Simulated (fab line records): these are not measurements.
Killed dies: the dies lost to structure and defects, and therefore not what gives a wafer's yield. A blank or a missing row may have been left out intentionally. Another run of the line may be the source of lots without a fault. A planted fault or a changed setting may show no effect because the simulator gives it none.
fab line records :: flow sky130
record
  lots=6
  wafers=17
  lastDay=50
route steps=708 shown LDD_N@249 LDD_P@255
lots that met no fault: taken from a fault-free run of the same line
startH: start of the lot's first displayed wafer, in hours after the record's first day :: waitH: time in hours since the lot's previous step :: " the same as in the row above :: L1.1+2: several wafers, shown together as one row :: - no value, or no start given :: * or withheld: withheld :: < > ~ a bound
route shown NAME@n: a module of which the file shows steps, and the number in the route of the first :: usual: mean/standard deviation of fault-free wafers :: same: alike in all rows :: chamber/n: place in a boat :: sites: each site's reading :: _std_site: standard deviation across them :: _edge_site: inner sites' mean taken away from outer sites' mean :: radiusMm: for every site, how far away it sits from the centre of the wafer :: mask NAME#n: copy n :: behind: tool/chamber where the wafer was last shaped :: hold: cause of the lot's hold/its duration in hours/its outcome :: device: the transistor (n, p or np) that didn't switch :: end of line: tests of these same wafers at the route's end :: where a step has no rows: the recipe by itself :: killed: not the wafer's yield, but the dies lost to structure and defects at the first sort :: map: per-die view of a wafer (x killed, . not killed, _ where there is no die)
set.NAME: the setting as run; set.NAME@STEP: as run at that earlier step :: model.NAME: the simulator's own value behind a step, which no gauge read
a table for each step, a row for each wafer; lots at some steps of the route
services: the hour from which a tool's chamber was out of use, counted from the record's first day as startH (under 0 if before that day), plus the number of hours and why
## steps
# step SKY_LDD_N_IMPLANT_12
# recipe
  species=BF2
  energyKev=50
  doseCm2=5e+12
  tiltDeg=30
  rotationDeg=0
# step SKY_LDD_N_IMPLANT_13
# recipe
  species=BF2
  energyKev=50
  doseCm2=5e+12
  tiltDeg=30
  rotationDeg=90
# step SKY_LDD_N_IMPLANT_14
# recipe
  species=BF2
  energyKev=50
  doseCm2=5e+12
  tiltDeg=30
  rotationDeg=180
# step SKY_LDD_N_IMPLANT_15
# recipe
  species=BF2
  energyKev=50
  doseCm2=5e+12
  tiltDeg=30
  rotationDeg=270
# step SKY_LDD_N_STRIP_16
# recipe
  chemistry=O2/N2
  powerW=1400
  pressureMtorr=1500
  platenTempC=withheld
  o2FlowSccm=3000
  n2FlowSccm=300
  overashFraction=0.5
# usual
  drypumpMotorCurrentA=5.8/0.63
  oesProductAu=0.406/0.0045
  stripTimeToEndpointS=4.318/0.016
lot.wafer: L594.1
tool: plasmaAsher-04
chamber: 1
startH: 429.93
waitH: 0.1
drypumpMotorCurrentA: 5.5
oesProductAu: 0.404
rfHoursCounterH: 74
stripTimeToEndpointS: 4.319

lot.wafer: L594.3
tool: plasmaAsher-04
chamber: 0
startH: 429.93
waitH: 0.1
drypumpMotorCurrentA: 5.3
oesProductAu: 0.409
rfHoursCounterH: -
stripTimeToEndpointS: 4.347

lot.wafer: L594.4
tool: plasmaAsher-04
chamber: 1
startH: 429.93
waitH: 0.1
drypumpMotorCurrentA: 5.5
oesProductAu: 0.405
rfHoursCounterH: -
stripTimeToEndpointS: 4.303

lot.wafer: L600.1
tool: plasmaAsher-01
chamber: 0
startH: 479.58
waitH: 0.1
drypumpMotorCurrentA: 6.5
oesProductAu: 0.407
rfHoursCounterH: 37
stripTimeToEndpointS: 4.323

lot.wafer: L600.3
tool: plasmaAsher-01
chamber: 1
startH: 479.58
waitH: 0.1
drypumpMotorCurrentA: 4.9
oesProductAu: 0.407
rfHoursCounterH: -
stripTimeToEndpointS: 4.348

lot.wafer: L600.4
tool: plasmaAsher-01
chamber: 0
startH: 479.58
waitH: 0.1
drypumpMotorCurrentA: 6.5
oesProductAu: 0.404
rfHoursCounterH: -
stripTimeToEndpointS: 4.319

lot.wafer: L602.3
tool: plasmaAsher-03
chamber: 0
startH: 500.12
waitH: 0.1
drypumpMotorCurrentA: 6.0
oesProductAu: 0.407
rfHoursCounterH: -
stripTimeToEndpointS: 4.296

lot.wafer: L602.5
tool: plasmaAsher-03
chamber: 1
startH: 500.12
waitH: 0.1
drypumpMotorCurrentA: 6.5
oesProductAu: 0.407
rfHoursCounterH: -
stripTimeToEndpointS: 4.317

lot.wafer: L610.1
tool: plasmaAsher-03
chamber: 1
startH: 574.43
waitH: 0.1
drypumpMotorCurrentA: 6.7
oesProductAu: 0.409
rfHoursCounterH: 15
stripTimeToEndpointS: 4.353

lot.wafer: L610.4
tool: plasmaAsher-03
chamber: 0
startH: 574.43
waitH: 0.1
drypumpMotorCurrentA: 6.0
oesProductAu: 0.409
rfHoursCounterH: -
stripTimeToEndpointS: 4.335

lot.wafer: L610.5
tool: plasmaAsher-03
chamber: 1
startH: 574.43
waitH: 0.1
drypumpMotorCurrentA: 6.6
oesProductAu: 0.400
rfHoursCounterH: -
stripTimeToEndpointS: 4.335

lot.wafer: L612.2
tool: plasmaAsher-04
chamber: 0
startH: 590.38
waitH: 0.1
drypumpMotorCurrentA: 5.3
oesProductAu: 0.410
rfHoursCounterH: 90
stripTimeToEndpointS: 4.314

lot.wafer: L612.4
tool: plasmaAsher-04
chamber: 0
startH: 590.38
waitH: 0.1
drypumpMotorCurrentA: 5.3
oesProductAu: 0.404
rfHoursCounterH: -
stripTimeToEndpointS: 4.299

lot.wafer: L612.6
tool: plasmaAsher-04
chamber: 1
startH: 590.38
waitH: 0.1
drypumpMotorCurrentA: 5.5
oesProductAu: 0.406
rfHoursCounterH: -
stripTimeToEndpointS: 4.312

lot.wafer: L613.1
tool: plasmaAsher-01
chamber: 1
startH: 601.68
waitH: 0.1
drypumpMotorCurrentA: 4.9
oesProductAu: 0.407
rfHoursCounterH: 46
stripTimeToEndpointS: 4.329

lot.wafer: L613.4
tool: plasmaAsher-01
chamber: 1
startH: 601.68
waitH: 0.1
drypumpMotorCurrentA: 5.0
oesProductAu: 0.410
rfHoursCounterH: -
stripTimeToEndpointS: 4.314

lot.wafer: L613.6
tool: plasmaAsher-01
chamber: 1
startH: 601.68
waitH: 0.1
drypumpMotorCurrentA: 4.9
oesProductAu: 0.407
rfHoursCounterH: -
stripTimeToEndpointS: 4.302
# step SKY_LDD_N_TW_MEAS_17
# usual
  LDD_N_TW=2568/26
lot.wafer: L594.1
tool: filmMetro-03
chamber: -
startH: 430.03
waitH: 0.1
LDD_N_TW: 2603

lot.wafer: L594.3
tool: filmMetro-03
chamber: -
startH: 430.03
waitH: 0.1
LDD_N_TW: 2595

lot.wafer: L594.4
tool: filmMetro-03
chamber: -
startH: 430.03
waitH: 0.1
LDD_N_TW: 2574

lot.wafer: L600.1
tool: filmMetro-01
chamber: -
startH: 479.68
waitH: 0.1
LDD_N_TW: 2561

lot.wafer: L600.3
tool: filmMetro-01
chamber: -
startH: 479.68
waitH: 0.1
LDD_N_TW: 2546

lot.wafer: L600.4
tool: filmMetro-01
chamber: -
startH: 479.68
waitH: 0.1
LDD_N_TW: 2542

lot.wafer: L602.3
tool: filmMetro-03
chamber: -
startH: 500.20
waitH: 0.1
LDD_N_TW: 2606

lot.wafer: L602.5
tool: filmMetro-03
chamber: -
startH: 500.20
waitH: 0.1
LDD_N_TW: 2597

lot.wafer: L610.1
tool: filmMetro-03
chamber: -
startH: 574.53
waitH: 0.1
LDD_N_TW: 2588

lot.wafer: L610.4
tool: filmMetro-03
chamber: -
startH: 574.53
waitH: 0.1
LDD_N_TW: 2608

lot.wafer: L610.5
tool: filmMetro-03
chamber: -
startH: 574.53
waitH: 0.1
LDD_N_TW: 2603

lot.wafer: L612.2
tool: filmMetro-01
chamber: -
startH: 590.49
waitH: 0.1
LDD_N_TW: 2540

lot.wafer: L612.4
tool: filmMetro-01
chamber: -
startH: 590.49
waitH: 0.1
LDD_N_TW: 2543

lot.wafer: L612.6
tool: filmMetro-01
chamber: -
startH: 590.49
waitH: 0.1
LDD_N_TW: 2541

lot.wafer: L613.1
tool: filmMetro-02
chamber: -
startH: 601.78
waitH: 0.1
LDD_N_TW: 2547

lot.wafer: L613.4
tool: filmMetro-02
chamber: -
startH: 601.78
waitH: 0.1
LDD_N_TW: 2529

lot.wafer: L613.6
tool: filmMetro-02
chamber: -
startH: 601.78
waitH: 0.1
LDD_N_TW: 2545
# step SKY_LDD_P_DEHYDRATE_00
# recipe
  tempC=200
  timeS=60
# step SKY_LDD_P_HMDS_01
# recipe
  primeTimeS=60
  primeTempC=120
# step SKY_LDD_P_COAT_02
# recipe
  resist=NOVOLAK
  spinRpm=3000
  resistThkNm=1140
# step SKY_LDD_P_SOFTBAKE_03
# recipe
  tempC=90
  timeS=60
  resist=NOVOLAK
# step SKY_LDD_P_EXPOSE_04
# recipe
  maskId=PSDM
  na=0.6
  sourceShape=conventional
  sigmaOuter=0.6
  polarization=unpolarized
  targetCdNm=380
  doseMj=138
# step SKY_LDD_P_PEB_05
# recipe
  tempC=withheld
  timeS=*
  resist=NOVOLAK
# step SKY_LDD_P_DEVELOP_06
# recipe
  resist=NOVOLAK
  developer=TMAH
  developTimeS=60
  devTempC=23
lot.wafer: L594.1+3+4
tool: lithoTrack-03
chamber: 0
startH: 460.40
waitH: 0.1

lot.wafer: L600.1+3+4
tool: lithoTrack-03
chamber: 0
startH: 511.05
waitH: 0.1

lot.wafer: L602.3+5
tool: lithoTrack-03
chamber: 0
startH: 530.50
waitH: 0.1

lot.wafer: L610.1+4+5
tool: lithoTrack-04
chamber: 0
startH: 603.10
waitH: 0.1

lot.wafer: L612.2+4+6
tool: lithoTrack-03
chamber: 0
startH: 619.42
waitH: 0.1

lot.wafer: L613.1+4+6
tool: lithoTrack-04
chamber: 0
startH: 629.80
waitH: 0.1
# step SKY_LDD_P_CD_MEAS_07
# recipe
  targetCdNm=380
# usual
  cdNm=380.5/2.7
lot.wafer: L594.1
tool: cdSem-02
chamber: -
startH: 460.62
waitH: 0.2
cdNm: 380.8

lot.wafer: L594.3
tool: cdSem-02
chamber: -
startH: 460.62
waitH: 0.2
cdNm: 380.5

lot.wafer: L594.4
tool: cdSem-02
chamber: -
startH: 460.62
waitH: 0.2
cdNm: 381.7

lot.wafer: L600.1
tool: cdSem-01
chamber: -
startH: 511.20
waitH: 0.1
cdNm: 382.5

lot.wafer: L600.3
tool: cdSem-01
chamber: -
startH: 511.20
waitH: 0.1
cdNm: 357.6

lot.wafer: L600.4
tool: cdSem-01
chamber: -
startH: 511.20
waitH: 0.1
cdNm: 385.0

lot.wafer: L602.3
tool: cdSem-02
chamber: -
startH: 530.64
waitH: 0.1
cdNm: 351.6

lot.wafer: L602.5
tool: cdSem-02
chamber: -
startH: 530.64
waitH: 0.1
cdNm: 376.4

lot.wafer: L610.1
tool: cdSem-01
chamber: -
startH: 603.25
waitH: 0.1
cdNm: 380.8

lot.wafer: L610.4
tool: cdSem-01
chamber: -
startH: 603.25
waitH: 0.1
cdNm: 377.5

lot.wafer: L610.5
tool: cdSem-01
chamber: -
startH: 603.25
waitH: 0.1
cdNm: 379.0

lot.wafer: L612.2
tool: cdSem-01
chamber: -
startH: 619.57
waitH: 0.1
cdNm: 382.8

lot.wafer: L612.4
tool: cdSem-01
chamber: -
startH: 619.57
waitH: 0.1
cdNm: 381.0

lot.wafer: L612.6
tool: cdSem-01
chamber: -
startH: 619.57
waitH: 0.1
cdNm: 382.2

lot.wafer: L613.1
tool: cdSem-02
chamber: -
startH: 629.95
waitH: 0.1
cdNm: 383.9

lot.wafer: L613.4
tool: cdSem-02
chamber: -
startH: 629.95
waitH: 0.1
cdNm: 383.0

lot.wafer: L613.6
tool: cdSem-02
chamber: -
startH: 629.95
waitH: 0.1
cdNm: 384.2
# step SKY_LDD_P_OVL_MEAS_08
# usual
  LDD_P_OVL=1.0/1.5
lot.wafer: L594.1
tool: overlay-01
chamber: -
startH: 460.74
waitH: 0.1
LDD_P_OVL[nm]: 0.5

lot.wafer: L594.3
tool: overlay-01
chamber: -
startH: 460.74
waitH: 0.1
LDD_P_OVL[nm]: 0.6

lot.wafer: L594.4
tool: overlay-01
chamber: -
startH: 460.74
waitH: 0.1
LDD_P_OVL[nm]: -0.4

lot.wafer: L600.1
tool: overlay-01
chamber: -
startH: 511.32
waitH: 0.1
LDD_P_OVL[nm]: -1.7

lot.wafer: L600.3
tool: overlay-01
chamber: -
startH: 511.32
waitH: 0.1
LDD_P_OVL[nm]: -2.3

lot.wafer: L600.4
tool: overlay-01
chamber: -
startH: 511.32
waitH: 0.1
LDD_P_OVL[nm]: -3.5

lot.wafer: L602.3
tool: overlay-02
chamber: -
startH: 530.73
waitH: 0.1
LDD_P_OVL[nm]: 3.8

lot.wafer: L602.5
tool: overlay-02
chamber: -
startH: 530.73
waitH: 0.1
LDD_P_OVL[nm]: -0.3

lot.wafer: L610.1
tool: overlay-01
chamber: -
startH: 603.37
waitH: 0.1
LDD_P_OVL[nm]: 0.1

lot.wafer: L610.4
tool: overlay-01
chamber: -
startH: 603.37
waitH: 0.1
LDD_P_OVL[nm]: 1.3

lot.wafer: L610.5
tool: overlay-01
chamber: -
startH: 603.37
waitH: 0.1
LDD_P_OVL[nm]: 1.0

lot.wafer: L612.2
tool: overlay-01
chamber: -
startH: 619.67
waitH: 0.1
LDD_P_OVL[nm]: 2.2

lot.wafer: L612.4
tool: overlay-01
chamber: -
startH: 619.67
waitH: 0.1
LDD_P_OVL[nm]: -0.1

lot.wafer: L612.6
tool: overlay-01
chamber: -
startH: 619.67
waitH: 0.1
LDD_P_OVL[nm]: 0.6

lot.wafer: L613.1
tool: overlay-02
chamber: -
startH: 630.07
waitH: 0.1
LDD_P_OVL[nm]: 0.8

lot.wafer: L613.4
tool: overlay-02
chamber: -
startH: 630.07
waitH: 0.1
LDD_P_OVL[nm]: 1.3

lot.wafer: L613.6
tool: overlay-02
chamber: -
startH: 630.07
waitH: 0.1
LDD_P_OVL[nm]: 2.3
## services
tool: plasmaAsher-03
chamber: -
startH: 421.25
hours: 9.0
kind: pm

tool: plasmaAsher-03
chamber: 0
startH: 421.25
hours: 9.0
kind: ventCycle

tool: plasmaAsher-03
chamber: 1
startH: 421.25
hours: 9.0
kind: ventCycle

tool: plasmaAsher-01
chamber: -
startH: 421.54
hours: 2.8
kind: pm

tool: plasmaAsher-03
chamber: 0
startH: 430.25
hours: -
kind: clean

tool: plasmaAsher-03
chamber: 1
startH: 430.25
hours: -
kind: clean

tool: plasmaAsher-01
chamber: -
startH: 565.19
hours: 33.9
kind: repair

tool: lithoTrack-03
chamber: -
startH: 590.75
hours: -
kind: consumableReplace:filter

tool: plasmaAsher-04
chamber: -
startH: 617.20
hours: 2.8
kind: pm
## key
firstSign
  step=SKY_LDD_P_CD_MEAS_07
  reading=cdNm
  direction=down
  sigmas=9.7
  usual=380.5
  struck=354.6
effect none on later readings
metAt SKY_LDD_P_DEVELOP_06
struckWafers L600.3,L602.3
testerLeftOut L600,L602
onsetBetween 460.40 511.05
fault
  kind=processParameterDrift
  tool=lithoTrack-03
  chamber=-
  onsetH=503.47
  steps=SKY_LDD_P_DEVELOP_06
  channel=developTimeS
  offset=*
  shape=step
  endH=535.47
  scope=struckWafersOnly
  actsIn=*
  stated=*
# testerLeftOut: of these lots the tester's yield and bins aren't shown, on N5 and GAA mostly nor the transistor test; their killed dies are dies lost to structure and defects alone, not to doping, threshold or leakage, so they don't give the yield
